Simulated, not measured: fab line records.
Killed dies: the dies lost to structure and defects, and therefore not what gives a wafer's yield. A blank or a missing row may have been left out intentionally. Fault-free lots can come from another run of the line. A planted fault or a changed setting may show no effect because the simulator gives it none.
Problem report, 8D (eight disciplines) form, completed by code | flow gf180mcu | the parts of the form that need people (team, actions taken, sign-off) are left out

1. WHAT WENT WRONG
run length s at GF_M2_METAL_ETCH_16 reads a mean of 187.8 s on 6 wafers of 2 lots; wafers without a fault read 153.5 s with a standard deviation of 0.97. Relative to the usual mean, that is a shift of +35 standard deviations.
The step: etches the open film in Cl2/BCl3, stops on SiO2, target depth 750.8 nm, time 125.1 s.
First observed at day 20 21:24: wafer L835.1, on rie metal-01. Wafers with a number at this step in the record: 33, from 11 lots. Rule for "out", or "out of limits": more than 4 standard deviations from the usual mean. Any other wafer with a number is counted as sound.

2. WHAT IT IS, AND WHAT IT ISN'T
question                    | is                                               | is not
which readings at this step | run length s, oes product au, throttle valve pct | drypump motor current A, mfc cl2 sccm
which lots                  | L835, L838                                       | L831, L832, L844, L845, L846, L847, L848, L850, L852
which wafers of those lots  | all that have a number                           | -
read on which tools         | rie metal-01                                     | rie metal-02, rie metal-04
when                        | from day 20 21:24                                | up to then (6 sound wafers); but 21 sound wafers of L844, L845, L846, L847, L848, L850, L852 came after

3. SUSPECTS, AND WHAT RULES EACH OUT
Counting: a tool stays on the suspect list if, at a process step up to the reading, it processed all lots that are out and no sound lot following the first of them.
- rie metal-01 at GF_M2_METAL_ETCH_16 (etches the open film in Cl2/BCl3, stops on SiO2, target depth 750.8 nm, time 125.1 s): ruled out as a lasting fault. Following L835 (day 20 21:24), the first lot on it that is out, the sound lots L844, L846, L852 were run on it.
Left after counting: nothing in the record.

4. THE CAUSE (what the simulator had put in)
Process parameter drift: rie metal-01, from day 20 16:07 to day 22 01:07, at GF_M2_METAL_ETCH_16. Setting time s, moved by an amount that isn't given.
Counting ruled it out, wrongly.

5. SEQUENCE OF EFFECTS, ordered by route
One row per reading whose mean, taken over the struck wafers that have a number, lies over 3 standard deviations from the usual. Scope: only readings with a usual standard deviation given in the record; hours: median across lots of the time from each lot's start at the first step in this table that gives one to its start at this step; sigmas: change in usual standard deviations.
hours | step                | reading                  | usual      | on struck wafers | change | sigmas
0     | GF_M2_METAL_ETCH_16 | oes product au           | 0.989 a.u. | 0.869            | -0.120 | -22
0     | GF_M2_METAL_ETCH_16 | run length s             | 153.5 s    | 187.8            | +34.2  | +35
0     | GF_M2_METAL_ETCH_16 | throttle valve pct       | 28.231 %   | 28.367           | +0.136 | +12
0     | GF_M2_STRIP_17      | oes product au           | 0.538 a.u. | 0.504            | -0.034 | -6.8
0     | GF_M2_STRIP_17      | strip time to endpoint s | 7.39 s     | 6.63             | -0.76  | -17
Its process steps:
- GF_M2_METAL_ETCH_16: etches the open film in Cl2/BCl3, stops on SiO2, target depth 750.8 nm, time 125.1 s.
- GF_M2_STRIP_17: strips in O2/N2.

6. HOW IT WOULD HAVE BEEN CAUGHT EARLIER
The fault began at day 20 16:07; the first out-of-limits reading in this record came at day 20 21:24, 5 hours later.
